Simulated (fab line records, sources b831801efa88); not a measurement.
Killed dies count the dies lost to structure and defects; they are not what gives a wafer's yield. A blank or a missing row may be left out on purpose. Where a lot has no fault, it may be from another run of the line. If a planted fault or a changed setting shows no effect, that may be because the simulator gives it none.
fab line records    flow sky130
record: lots: 13  wafers: 39  lastDay: 50
route steps=708 shown FIELD_ISO@14 SD_P@321 PAD_OPEN@708
lots that met no fault: from a run of the same line without faults
startH: hours from the record's first day to the start of the lot's first wafer shown    waitH: hours elapsed since this lot's preceding step    " same as the row above    L1.1+2: one row covering several wafers at once    - either no value or no given start    * or withheld: withheld    < > ~ a bound
route shown NAME@n: names a module that has steps shown in the file, with the first one's number in the route    usual: the fault-free wafers' mean and standard deviation    same: alike in all rows    chamber/n: place in a boat    sites: the reading at each site    _std_site: the standard deviation of these    _edge_site: mean of outer sites minus mean of inner sites    radiusMm: for every site, how far away it sits from the centre of the wafer    mask NAME#n: copy n    behind: tool/chamber where the wafer was last shaped    hold: cause of the lot's hold/its duration in hours/its outcome    device: whichever transistor did not switch (one of n, p or np)    end of line: the route-end tests of the same wafers    a step given without rows: its recipe and nothing more    killed: count of dies lost to structure and defects at first sort (not the wafer's yield)    map: the dies of a wafer, with x for killed, . for not killed, _ for no die there
set.NAME: setting as actually run; set.NAME@STEP: the setting as run at that earlier step    model.NAME: the simulator's own value behind a step, which no gauge read
the route's steps for a sample of lots (tables are steps, rows are wafers)
services: the hour from which a tool's chamber was out of use, counted from the record's first day as startH (under 0 if before that day), plus the number of hours and why
== steps ==
step: SKY_FIELD_ISO_CD_MEAS_13
recipe: targetCdNm: 150
usual: cdNm: 150.2/1.6
lot.wafer  tool      chamber  startH  waitH  cdNm
L633.1     cdSem-02  -        34.86   -      151.1
L633.5     "         -        "       "      151.0
L633.6     "         -        "       "      149.5
L634.3     cdSem-02  -        40.00   -      150.1
L634.4     "         -        "       "      149.4
L634.6     "         -        "       "      149.1
L635.1     cdSem-02  -        44.12   -      150.2
L635.2     "         -        "       "      150.1
L635.6     "         -        "       "      149.5
L636.4     cdSem-02  -        49.28   -      151.3
L636.5     "         -        "       "      150.9
L636.6     "         -        "       "      150.6
L637.3     cdSem-01  -        54.58   -      150.4
L637.5     "         -        "       "      150.8
L637.6     "         -        "       "      149.0
L639.2     cdSem-02  -        65.03   -      148.6
L639.4     "         -        "       "      149.7
L639.5     "         -        "       "      149.8
L640.1     cdSem-01  -        71.76   -      149.5
L640.2     "         -        "       "      151.3
L640.5     "         -        "       "      149.8
L641.2     cdSem-02  -        78.73   -      152.7
L641.4     "         -        "       "      152.4
L641.6     "         -        "       "      150.8
L644.3     cdSem-01  -        93.05   -      147.7
L644.4     "         -        "       "      149.1
L644.5     "         -        "       "      149.3
L645.2     cdSem-01  -        102.23  -      152.3
L645.4     "         -        "       "      150.4
L645.5     "         -        "       "      152.2
L647.3     cdSem-01  -        107.50  -      148.0
L647.4     "         -        "       "      146.8
L647.6     "         -        "       "      145.8
L652.2     cdSem-02  -        135.55  -      147.1
L652.4     "         -        "       "      147.6
L652.5     "         -        "       "      147.6
L653.2     cdSem-02  -        141.78  -      147.3
L653.4     "         -        "       "      148.4
L653.6     "         -        "       "      148.7
step: SKY_FIELD_ISO_ETCH_15
recipe: chemistry: CHF3/O2  targetDepthNm: 180  stopOn: Si  sourceW: 600  biasW: 200  pressureMtorr: 40  chf3FlowSccm: 50  O2_flow_sccm: 5  timeS: 72
usual: drypumpMotorCurrentA: 5.82/0.27  oesProductAu: 0.946/0.007  throttleValvePct: 8.844/0.01
lot.wafer  tool        chamber  startH  waitH  drypumpMotorCurrentA  oesProductAu  rfHoursCounterH  throttleValvePct
L633.1     rieDiel-02  0        35.02   0.0    5.28                  0.957         117              8.846
L633.5     "           1        "       "      6.24                  0.947         -                8.838
L633.6     "           2        "       "      5.99                  0.953         -                8.851
L634.3     rieDiel-01  1        40.12   0.0    5.79                  0.955         2                8.855
L634.4     "           3        "       "      5.52                  0.947         147              8.845
L634.6     "           3        "       "      5.55                  0.946         -                8.837
L635.1     rieDiel-02  3        44.28   0.0    5.65                  0.942         98               8.858
L635.2     "           2        "       "      6.01                  0.950         8                8.850
L635.6     "           1        "       "      6.24                  0.950         -                8.832
L636.4     rieDiel-02  2        49.38   0.0    5.98                  0.946         8                8.854
L636.5     "           0        "       "      5.28                  0.934         -                8.845
L636.6     "           1        "       "      6.24                  0.937         -                8.835
L637.3     rieDiel-01  3        54.70   0.0    5.56                  0.953         147              8.838
L637.5     "           1        "       "      5.79                  0.946         -                8.847
L637.6     "           2        "       "      5.80                  0.951         -                8.827
L639.2     rieDiel-01  1        65.17   0.0    5.80                  0.941         2                8.841
L639.4     "           1        "       "      5.81                  0.938         -                8.866
L639.5     "           0        "       "      5.86                  0.947         -                8.855
L640.1     rieDiel-01  1        71.92   0.0    5.81                  0.946         3                8.847
L640.2     "           2        "       "      5.76                  0.943         5                8.862
L640.5     "           0        "       "      5.87                  0.948         -                8.860
L641.2     rieDiel-01  2        78.87   0.0    5.79                  0.941         5                8.848
L641.4     "           0        "       "      5.87                  0.939         151              8.837
L641.6     "           1        "       "      5.82                  0.941         -                8.838
L644.3     rieDiel-02  1        93.17   0.0    6.22                  0.939         133              8.836
L644.4     "           3        "       "      5.66                  0.944         99               8.852
L644.5     "           2        "       "      6.03                  0.942         -                8.837
L645.2     rieDiel-02  2        102.37  0.0    6.02                  0.949         9                8.838
L645.4     "           0        "       "      5.30                  0.942         118              8.849
L645.5     "           0        "       "      5.29                  0.950         -                8.846
L647.3     rieDiel-04  2        107.62  0.0    6.28                  0.950         127              8.837
L647.4     "           2        "       "      6.30                  0.937         -                8.817
L647.6     "           3        "       "      5.82                  0.948         -                8.848
L652.2     rieDiel-02  2        135.69  0.0    6.02                  0.944         9                8.842
L652.4     "           1        "       "      6.27                  0.943         133              8.851
L652.5     "           3        "       "      5.67                  0.935         -                8.849
L653.2     rieDiel-01  0        141.92  0.0    5.88                  0.947         152              8.830
L653.4     "           2        "       "      5.78                  0.947         6                8.828
L653.6     "           3        "       "      5.58                  0.956         -                8.837
step: SKY_FIELD_ISO_STRIP_16
recipe: chemistry: O2/N2  powerW: 1400  pressureMtorr: 1500  platenTempC: withheld  o2FlowSccm: 3000  n2FlowSccm: 300  overashFraction: 0.5
usual: drypumpMotorCurrentA: 5.7/0.31  oesProductAu: 0.379/0.0053  stripTimeToEndpointS: 3.55/0.038
lot.wafer  tool            chamber  startH  waitH  drypumpMotorCurrentA  oesProductAu  rfHoursCounterH  stripTimeToEndpointS
L633.1     plasmaAsher-04  0        35.08   0.0    5.9                   0.386         35               3.55
L633.5     "               1        "       "      5.2                   0.377         -                3.57
L633.6     "               0        "       "      5.9                   0.389         -                3.58
L634.3     plasmaAsher-03  1        40.21   0.1    5.6                   0.374         -                3.51
L634.4     "               0        "       "      5.9                   0.379         -                3.53
L634.6     "               1        "       "      5.6                   0.382         -                3.54
L635.1     plasmaAsher-04  1        44.34   0.0    5.2                   0.380         36               3.56
L635.2     "               0        "       "      5.9                   0.383         36               3.56
L635.6     "               0        "       "      5.9                   0.372         -                3.56
L636.4     plasmaAsher-03  1        49.47   0.1    5.6                   0.379         -                3.54
L636.5     "               0        "       "      5.9                   0.371         -                3.56
L636.6     "               1        "       "      5.6                   0.372         -                3.55
L637.3     plasmaAsher-01  0        54.79   0.1    6.1                   0.376         -                3.52
L637.5     "               0        "       "      6.1                   0.373         -                3.50
L637.6     "               1        "       "      5.3                   0.377         -                3.62
L639.2     plasmaAsher-04  1        65.23   0.0    5.2                   0.372         38               3.53
L639.4     "               0        "       "      5.9                   0.374         -                3.56
L639.5     "               1        "       "      5.2                   0.386         -                3.59
L640.1     plasmaAsher-03  0        71.98   0.0    5.9                   0.381         27               3.54
L640.2     "               1        "       "      5.6                   0.380         27               3.62
L640.5     "               0        "       "      5.9                   0.379         -                3.56
L641.2     plasmaAsher-04  1        78.93   0.0    5.2                   0.387         39               3.65
L641.4     "               1        "       "      5.3                   0.387         -                3.57
L641.6     "               0        "       "      5.9                   0.377         -                3.48
L644.3     plasmaAsher-04  0        93.26   0.1    5.9                   0.383         -                3.54
L644.4     "               1        "       "      5.3                   0.381         -                3.54
L644.5     "               0        "       "      5.9                   0.376         -                3.53
L645.2     plasmaAsher-01  0        102.43  0.0    6.1                   0.379         40               3.58
L645.4     "               1        "       "      5.3                   0.379         -                3.58
L645.5     "               1        "       "      5.3                   0.379         -                3.53
L647.3     plasmaAsher-03  1        107.71  0.1    5.6                   0.379         -                3.52
L647.4     "               0        "       "      5.9                   0.367         -                3.52
L647.6     "               1        "       "      5.6                   0.382         -                3.53
L652.2     plasmaAsher-03  1        135.75  0.0    5.6                   0.384         35               3.59
L652.4     "               0        "       "      6.0                   0.381         -                3.57
L652.5     "               1        "       "      5.6                   0.383         -                3.58
L653.2     plasmaAsher-03  0        141.98  0.0    5.9                   0.388         36               3.64
L653.4     "               1        "       "      5.6                   0.381         -                3.63
L653.6     "               0        "       "      5.9                   0.381         -                3.53
step: SKY_SD_P_HMDS_01
recipe: primeTimeS: 60  primeTempC: 120
usual: primeTempC: 120.00/0.12
lot.wafer  tool           chamber  startH  waitH  primeTempC
L633.1     lithoTrack-02  0        579.52  0.1    119.94
L633.5     "              0        "       "      120.06
L633.6     "              0        "       "      120.15
L634.3     lithoTrack-01  0        590.56  0.1    120.14
L634.4     "              0        "       "      120.05
L634.6     "              0        "       "      120.06
L635.1     lithoTrack-02  0        595.72  0.1    120.00
L635.2     "              0        "       "      120.03
L635.6     "              0        "       "      119.86
L636.4     lithoTrack-01  0        626.84  0.1    120.10
L636.5     "              0        "       "      120.13
L636.6     "              0        "       "      120.05
L637.3     lithoTrack-03  0        634.71  0.1    119.99
L637.5     "              0        "       "      120.12
L637.6     "              0        "       "      120.20
L639.2     lithoTrack-02  0        654.84  0.1    119.94
L639.4     "              0        "       "      119.98
L639.5     "              0        "       "      119.91
L640.1     lithoTrack-03  0        657.51  0.1    120.08
L640.2     "              0        "       "      120.15
L640.5     "              0        "       "      119.99
L641.2     lithoTrack-03  0        677.43  0.1    119.77
L641.4     "              0        "       "      119.98
L641.6     "              0        "       "      119.96
L644.3     lithoTrack-01  0        685.16  0.1    119.66
L644.4     "              0        "       "      119.90
L644.5     "              0        "       "      119.92
L645.2     lithoTrack-02  0        690.19  0.1    119.91
L645.4     "              0        "       "      119.98
L645.5     "              0        "       "      119.97
L647.3     lithoTrack-01  0        699.66  0.1    119.94
L647.4     "              0        "       "      119.75
L647.6     "              0        "       "      119.92
L652.2     lithoTrack-01  0        751.89  0.1    121.50
L652.4     "              0        "       "      121.27
L652.5     "              0        "       "      121.34
L653.2     lithoTrack-01  0        753.89  0.1    121.59
L653.4     "              0        "       "      121.49
L653.6     "              0        "       "      121.54
step: SKY_PAD_OPEN_PROBE_99
usual: killed_at_M0_to_M3: 43/6.8  killed_at_M4_up: 3.0/1.8  killedAtContacts: 23/5.4  killedAtFrontEnd: 15/4.4  killedAtOther: 0.3/0.51  killedDies: 85/9.2  killedOpen: 47/6.8  killedShort: 39/6.8
same: grossDies: 492  killedAtBackSide: 0
lot.wafer  tool       chamber  startH   waitH  killed_at_M0_to_M3  killed_at_M4_up  killedAtContacts  killedAtFrontEnd  killedAtOther  killedDies  killedOpen  killedShort
L633.1     prober-01  -        1080.67  0.1    50                  5                16                22                0              93          58          35
L633.5     prober-01  -        1080.87  0.2    32                  1                23                13                0              69          40          29
L633.6     prober-01  -        1080.92  0.2    47                  2                26                14                0              89          46          43
L634.3     prober-02  -        1084.58  0.2    49                  1                19                22                0              91          50          41
L634.4     prober-02  -        1084.63  0.2    36                  2                20                21                1              80          37          43
L634.6     prober-02  -        1084.73  0.2    45                  2                19                21                0              87          41          46
L635.1     prober-01  -        1090.32  0.1    46                  3                18                13                0              80          47          33
L635.2     prober-01  -        1090.37  0.1    51                  5                28                10                0              94          50          44
L635.6     prober-01  -        1090.57  0.2    46                  3                19                10                0              78          49          29
L636.4     prober-02  -        1113.02  0.2    29                  1                20                21                1              72          32          40
L636.5     prober-02  -        1113.07  0.2    43                  6                34                16                0              99          54          45
L636.6     prober-02  -        1113.12  0.2    35                  2                33                12                0              82          40          42
L637.3     prober-01  -        1118.18  0.2    45                  2                23                14                0              84          45          39
L637.5     prober-01  -        1118.28  0.2    39                  1                17                24                0              81          43          38
L637.6     prober-01  -        1118.33  0.2    48                  3                20                22                2              95          59          36
L639.2     prober-01  -        1130.83  0.1    41                  2                25                13                1              82          40          42
L639.4     prober-01  -        1130.93  0.2    51                  0                26                9                 0              86          56          30
L639.5     prober-01  -        1130.98  0.2    33                  5                28                10                0              76          46          30
L640.1     prober-02  -        1134.29  0.1    33                  5                20                14                0              72          34          38
L640.2     prober-02  -        1134.34  0.1    39                  2                21                10                0              72          35          37
L640.5     prober-02  -        1134.49  0.2    32                  3                19                22                0              76          42          34
L641.2     prober-02  -        1145.97  0.1    44                  3                26                11                0              84          48          36
L641.4     prober-02  -        1146.07  0.2    44                  1                19                13                1              78          44          34
L641.6     prober-02  -        1146.17  0.2    34                  5                22                12                0              73          31          42
L644.3     prober-02  -        1152.39  0.2    41                  5                13                23                0              82          36          46
L644.4     prober-02  -        1152.44  0.2    46                  3                18                16                1              84          43          41
L644.5     prober-02  -        1152.49  0.2    50                  3                30                18                0              101         58          43
L645.2     prober-01  -        1155.89  0.1    42                  5                29                9                 0              85          42          42
L645.4     prober-01  -        1155.99  0.2    46                  2                34                19                0              101         56          45
L645.5     prober-01  -        1156.04  0.2    36                  2                36                9                 1              84          43          40
L647.3     prober-01  -        1163.48  0.2    42                  3                19                27                0              91          41          50
L647.4     prober-01  -        1163.53  0.2    40                  1                19                20                0              80          45          35
L647.6     prober-01  -        1163.63  0.2    47                  2                23                21                0              93          55          38
L652.2     prober-02  -        1191.59  0.1    36                  4                27                19                1              87          41          46
L652.4     prober-02  -        1191.69  0.2    42                  4                19                20                0              85          50          35
L652.5     prober-02  -        1191.74  0.2    40                  2                24                14                0              80          54          26
L653.2     prober-02  -        1197.92  0.1    40                  5                24                12                0              81          44          37
L653.4     prober-02  -        1198.02  0.2    46                  2                20                18                0              86          45          41
L653.6     prober-02  -        1198.12  0.2    36                  2                26                21                0              85          46          39
killed by level:class
L633.1 VIA1:geometricParticle:open=15 VIA2:geometricParticle:open=9 CONTACT:geometricParticle:open=7 FIELD_ISO:geometricParticle:open=6 POLY_GATE:geometricParticle:short=6 LI_CONTACT:geometricParticle:open=6 VIA1:geometricParticle:short=5 METAL2:geometricParticle:short=5
L633.5 VIA1:geometricParticle:open=10 CONTACT:geometricParticle:open=6 CONTACT:geometricParticle:short=6 VIA3:geometricParticle:open=5 LI_CONTACT:geometricParticle:open=4 METAL2:geometricParticle:short=4 FIELD_ISO:geometricParticle:short=3 FIELD_ISO:geometricParticle:open=3
L633.6 VIA1:geometricParticle:open=10 LI_CONTACT:geometricParticle:open=9 CONTACT:geometricParticle:open=8 VIA2:geometricParticle:open=8 FIELD_ISO:geometricParticle:short=7 VIA1:geometricParticle:short=7 METAL3:geometricParticle:short=6 VIA3:geometricParticle:open=5
L634.3 CONTACT:geometricParticle:open=9 VIA2:geometricParticle:open=9 FIELD_ISO:geometricParticle:short=8 VIA1:geometricParticle:open=7 VIA3:geometricParticle:open=6 VIA2:geometricParticle:short=6 FIELD_ISO:geometricParticle:open=5 POLY_GATE:geometricParticle:short=5
L634.4 VIA1:geometricParticle:open=9 POLY_GATE:geometricParticle:open=8 LI_CONTACT:geometricParticle:short=6 FIELD_ISO:geometricParticle:short=5 METAL3:geometricParticle:short=5 POLY_GATE:geometricParticle:short=5 VIA1:geometricParticle:short=5 VIA3:geometricParticle:open=5
L634.6 FIELD_ISO:geometricParticle:open=7 CONTACT:geometricParticle:short=7 CONTACT:geometricParticle:open=7 METAL1:geometricParticle:short=7 VIA1:geometricParticle:open=7 METAL2:geometricParticle:short=7 VIA2:geometricParticle:open=6 POLY_GATE:geometricParticle:short=5
L635.1 VIA1:geometricParticle:open=16 METAL2:geometricParticle:open=6 CONTACT:geometricParticle:open=5 FIELD_ISO:geometricParticle:open=4 FIELD_ISO:geometricParticle:short=4 LI_CONTACT:geometricParticle:open=4 LOCAL_INTERCONNECT:geometricParticle:short=4 CONTACT:geometricParticle:short=4
L635.2 VIA1:geometricParticle:open=14 CONTACT:geometricParticle:open=13 VIA3:geometricParticle:open=9 METAL2:geometricParticle:short=8 VIA2:geometricParticle:open=6 LI_CONTACT:geometricParticle:open=5 METAL4:geometricParticle:short=5 CONTACT:geometricParticle:short=4
L635.6 VIA1:geometricParticle:open=11 VIA2:geometricParticle:open=7 VIA3:geometricParticle:open=7 CONTACT:geometricParticle:short=6 VIA1:geometricParticle:short=5 CONTACT:geometricParticle:open=5 LI_CONTACT:geometricParticle:open=5 VIA3:geometricParticle:short=5
L636.4 FIELD_ISO:geometricParticle:short=8 VIA1:geometricParticle:open=8 LI_CONTACT:geometricParticle:open=6 CONTACT:geometricParticle:open=6 POLY_GATE:geometricParticle:short=5 CONTACT:geometricParticle:short=5 METAL1:geometricParticle:short=5 METAL2:geometricParticle:short=5
L636.5 LI_CONTACT:geometricParticle:open=13 VIA1:geometricParticle:open=13 LOCAL_INTERCONNECT:geometricParticle:short=7 CONTACT:geometricParticle:open=7 VIA2:geometricParticle:open=6 LI_CONTACT:geometricParticle:short=5 FIELD_ISO:geometricParticle:open=4 METAL2:geometricParticle:short=4
L636.6 LI_CONTACT:geometricParticle:open=11 METAL1:geometricParticle:short=10 LOCAL_INTERCONNECT:geometricParticle:short=7 CONTACT:geometricParticle:open=6 METAL2:geometricParticle:short=6 FIELD_ISO:geometricParticle:open=5 VIA2:geometricParticle:open=5 CONTACT:geometricParticle:short=5
L637.3 VIA1:geometricParticle:open=10 LI_CONTACT:geometricParticle:open=8 VIA2:geometricParticle:open=8 METAL1:geometricParticle:short=7 CONTACT:geometricParticle:open=6 VIA3:geometricParticle:open=5 FIELD_ISO:geometricParticle:short=4 POLY_GATE:geometricParticle:short=4
L637.5 VIA1:geometricParticle:open=11 POLY_GATE:geometricParticle:short=9 CONTACT:geometricParticle:open=7 VIA2:geometricParticle:short=5 METAL2:geometricParticle:open=4 METAL2:geometricParticle:short=4 VIA2:geometricParticle:open=4 VIA3:geometricParticle:open=4
L637.6 VIA1:geometricParticle:open=15 VIA2:geometricParticle:open=9 FIELD_ISO:geometricParticle:open=8 LI_CONTACT:geometricParticle:open=7 CONTACT:geometricParticle:open=6 VIA1:geometricParticle:short=5 VIA2:geometricParticle:short=5 VIA3:geometricParticle:open=5
L639.2 CONTACT:geometricParticle:open=10 VIA1:geometricParticle:open=10 VIA3:geometricParticle:open=6 POLY_GATE:geometricParticle:short=5 LI_CONTACT:geometricParticle:short=5 VIA2:geometricParticle:short=5 FIELD_ISO:geometricParticle:open=4 VIA1:geometricParticle:short=4
L639.4 VIA3:geometricParticle:open=14 LI_CONTACT:geometricParticle:open=10 VIA1:geometricParticle:open=8 VIA2:geometricParticle:open=7 CONTACT:geometricParticle:open=6 LOCAL_INTERCONNECT:geometricParticle:short=5 METAL2:geometricParticle:short=5 FIELD_ISO:geometricParticle:short=4
L639.5 CONTACT:geometricParticle:open=15 VIA1:geometricParticle:open=12 POLY_GATE:geometricParticle:short=5 LI_CONTACT:geometricParticle:open=5 VIA2:geometricParticle:open=5 METAL2:geometricParticle:short=4 CONTACT:geometricParticle:short=4 METAL4:geometricParticle:short=4
L640.1 CONTACT:geometricParticle:open=11 VIA1:geometricParticle:open=7 VIA1:geometricParticle:short=7 METAL1:geometricParticle:short=4 METAL2:geometricParticle:short=4 VIA2:geometricParticle:open=4 FIELD_ISO:geometricParticle:short=3 SPACER:geometricParticle:short=3
L640.2 VIA1:geometricParticle:short=7 POLY_GATE:geometricParticle:short=6 LI_CONTACT:geometricParticle:open=6 CONTACT:geometricParticle:open=6 VIA1:geometricParticle:open=6 VIA3:geometricParticle:open=6 METAL1:geometricParticle:short=4 VIA2:geometricParticle:open=4
L640.5 CONTACT:geometricParticle:open=7 VIA3:geometricParticle:open=7 SPACER:geometricParticle:short=5 POLY_GATE:geometricParticle:open=5 POLY_GATE:geometricParticle:short=5 VIA1:geometricParticle:open=5 LI_CONTACT:geometricParticle:open=4 CONTACT:geometricParticle:short=3
L641.2 LI_CONTACT:geometricParticle:open=13 METAL2:geometricParticle:short=10 VIA1:geometricParticle:open=10 CONTACT:geometricParticle:open=7 METAL1:geometricParticle:short=7 FIELD_ISO:geometricParticle:open=4 LOCAL_INTERCONNECT:geometricParticle:short=3 SPACER:geometricParticle:open=3
L641.4 VIA1:geometricParticle:open=12 CONTACT:geometricParticle:open=9 VIA1:geometricParticle:short=9 FIELD_ISO:geometricParticle:open=6 LI_CONTACT:geometricParticle:open=6 VIA2:geometricParticle:short=6 VIA2:geometricParticle:open=6 CONTACT:geometricParticle:short=4
L641.6 VIA1:geometricParticle:short=8 LI_CONTACT:geometricParticle:open=7 VIA1:geometricParticle:open=7 VIA2:geometricParticle:short=5 CONTACT:geometricParticle:short=5 CONTACT:geometricParticle:open=5 FIELD_ISO:geometricParticle:short=4 LOCAL_INTERCONNECT:geometricParticle:short=4
L644.3 POLY_GATE:geometricParticle:open=7 VIA1:geometricParticle:open=7 POLY_GATE:geometricParticle:short=6 VIA2:geometricParticle:open=6 CONTACT:geometricParticle:open=5 METAL1:geometricParticle:short=5 METAL4:geometricParticle:short=5 FIELD_ISO:geometricParticle:short=4
L644.4 VIA2:geometricParticle:open=11 VIA1:geometricParticle:open=8 METAL1:geometricParticle:short=7 LOCAL_INTERCONNECT:geometricParticle:short=5 METAL2:geometricParticle:short=5 POLY_GATE:geometricParticle:open=4 POLY_GATE:geometricParticle:short=4 LI_CONTACT:geometricParticle:open=4
L644.5 VIA1:geometricParticle:open=13 CONTACT:geometricParticle:open=10 VIA3:geometricParticle:open=8 LOCAL_INTERCONNECT:geometricParticle:short=7 METAL1:geometricParticle:short=7 LI_CONTACT:geometricParticle:open=6 VIA2:geometricParticle:open=6 CONTACT:geometricParticle:short=5
L645.2 LI_CONTACT:geometricParticle:open=9 VIA3:geometricParticle:open=8 VIA1:geometricParticle:open=8 LI_CONTACT:geometricParticle:short=7 VIA2:geometricParticle:open=7 CONTACT:geometricParticle:open=6 VIA3:geometricParticle:short=5 FIELD_ISO:geometricParticle:short=4
L645.4 CONTACT:geometricParticle:open=17 METAL1:geometricParticle:short=8 VIA3:geometricParticle:open=7 VIA1:geometricParticle:open=7 LI_CONTACT:geometricParticle:open=7 POLY_GATE:geometricParticle:short=6 POLY_GATE:geometricParticle:open=6 METAL2:geometricParticle:short=6
L645.5 VIA3:geometricParticle:open=9 LI_CONTACT:geometricParticle:open=9 CONTACT:geometricParticle:open=8 LOCAL_INTERCONNECT:geometricParticle:short=6 CONTACT:geometricParticle:short=6 LI_CONTACT:geometricParticle:short=5 VIA1:geometricParticle:open=5 VIA1:geometricParticle:short=4
L647.3 POLY_GATE:geometricParticle:short=9 CONTACT:geometricParticle:open=9 VIA1:geometricParticle:open=7 VIA1:geometricParticle:short=7 METAL2:geometricParticle:short=7 VIA2:geometricParticle:open=6 METAL1:geometricParticle:short=6 FIELD_ISO:geometricParticle:short=5
L647.4 VIA1:geometricParticle:open=9 CONTACT:geometricParticle:open=9 VIA2:geometricParticle:open=7 FIELD_ISO:geometricParticle:open=6 METAL1:geometricParticle:short=6 POLY_GATE:geometricParticle:open=4 POLY_GATE:geometricParticle:short=4 VIA3:geometricParticle:open=4
L647.6 VIA1:geometricParticle:open=13 CONTACT:geometricParticle:open=13 LI_CONTACT:geometricParticle:open=6 METAL1:geometricParticle:short=6 POLY_GATE:geometricParticle:open=5 POLY_GATE:geometricParticle:short=5 VIA3:geometricParticle:short=5 VIA3:geometricParticle:open=5
L652.2 CONTACT:geometricParticle:open=12 METAL2:geometricParticle:short=8 LI_CONTACT:geometricParticle:open=6 VIA1:geometricParticle:open=6 CONTACT:geometricParticle:short=5 METAL1:geometricParticle:short=5 FIELD_ISO:geometricParticle:open=4 POLY_GATE:geometricParticle:short=4
L652.4 VIA1:geometricParticle:open=13 POLY_GATE:geometricParticle:open=7 CONTACT:geometricParticle:open=7 METAL2:geometricParticle:short=6 VIA3:geometricParticle:open=6 POLY_GATE:geometricParticle:short=5 VIA2:geometricParticle:open=5 VIA1:geometricParticle:short=4
L652.5 VIA1:geometricParticle:open=12 CONTACT:geometricParticle:open=10 VIA2:geometricParticle:open=7 VIA3:geometricParticle:open=7 POLY_GATE:geometricParticle:open=5 LI_CONTACT:geometricParticle:open=5 METAL1:geometricParticle:short=5 FIELD_ISO:geometricParticle:open=3
L653.2 CONTACT:geometricParticle:open=9 VIA3:geometricParticle:open=8 LI_CONTACT:geometricParticle:open=7 VIA1:geometricParticle:open=6 METAL2:geometricParticle:short=6 POLY_GATE:geometricParticle:short=4 CONTACT:geometricParticle:short=4 VIA1:geometricParticle:short=4
L653.4 VIA1:geometricParticle:open=9 VIA3:geometricParticle:open=8 CONTACT:geometricParticle:open=8 FIELD_ISO:geometricParticle:short=7 VIA2:geometricParticle:open=6 LI_CONTACT:geometricParticle:open=6 FIELD_ISO:geometricParticle:open=4 VIA1:geometricParticle:short=4
L653.6 CONTACT:geometricParticle:open=10 FIELD_ISO:geometricParticle:open=8 VIA2:geometricParticle:open=7 CONTACT:geometricParticle:short=7 VIA1:geometricParticle:open=7 FIELD_ISO:geometricParticle:short=4 POLY_GATE:geometricParticle:short=4 POLY_GATE:geometricParticle:open=4
== services ==
tool            chamber  startH  hours  kind
rieDiel-01      0        51.00   4.0    repair
rieDiel-01      3        58.85   17.0   repair
rieDiel-01      2        117.47  4.6    repair
rieDiel-01      2        201.19  14.6   repair
plasmaAsher-03  -        246.08  2.8    pm
plasmaAsher-03  -        251.99  28.1   pm
rieDiel-02      2        265.64  6.9    repair
rieDiel-01      -        294.01  4.0    pm
rieDiel-01      1        355.25  132.0  repair
plasmaAsher-03  -        366.23  0.7    repair
rieDiel-02      -        379.77  0.4    repair
rieDiel-02      2        381.79  1.5    repair
rieDiel-01      -        384.17  15.6   pm
rieDiel-01      -        406.36  2.8    pm
rieDiel-01      2        514.06  7.4    repair
rieDiel-02      -        520.65  2.1    repair
rieDiel-01      -        522.04  1.7    repair
rieDiel-01      2        524.58  5.9    repair
rieDiel-02      2        558.86  13.4   repair
rieDiel-02      2        583.96  6.1    repair
rieDiel-02      -        640.37  2.8    pm
plasmaAsher-03  -        642.95  1.0    repair
rieDiel-02      3        693.94  4.8    repair
rieDiel-01      2        700.56  2.5    repair
== key ==
firstSign: step: SKY_SD_P_HMDS_01  reading: primeTempC  direction: up  sigmas: 12  usual: *  struck: *
effect none on later readings
metAt SKY_SD_P_HMDS_01
struckLots L652,L653
testerLeftOut L652,L653
notActingAt SKY_FIELD_ISO_CD_MEAS_13,SKY_FIELD_ISO_ETCH_15,SKY_FIELD_ISO_STRIP_16
onsetBetween 699.66 751.89
fault: kind: processParameterDrift  tool: lithoTrack-01  chamber: -  onsetH: 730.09  steps: SKY_SD_P_HMDS_01  channel: primeTempC  offset: *  shape: step  endH: 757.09  actsIn: *  stated: *
testerLeftOut: of these lots the tester's yield and bins aren't shown, on N5 and GAA mostly nor the transistor test; their killed dies are dies lost to structure and defects alone, not to doping, threshold or leakage, so they don't give the yield
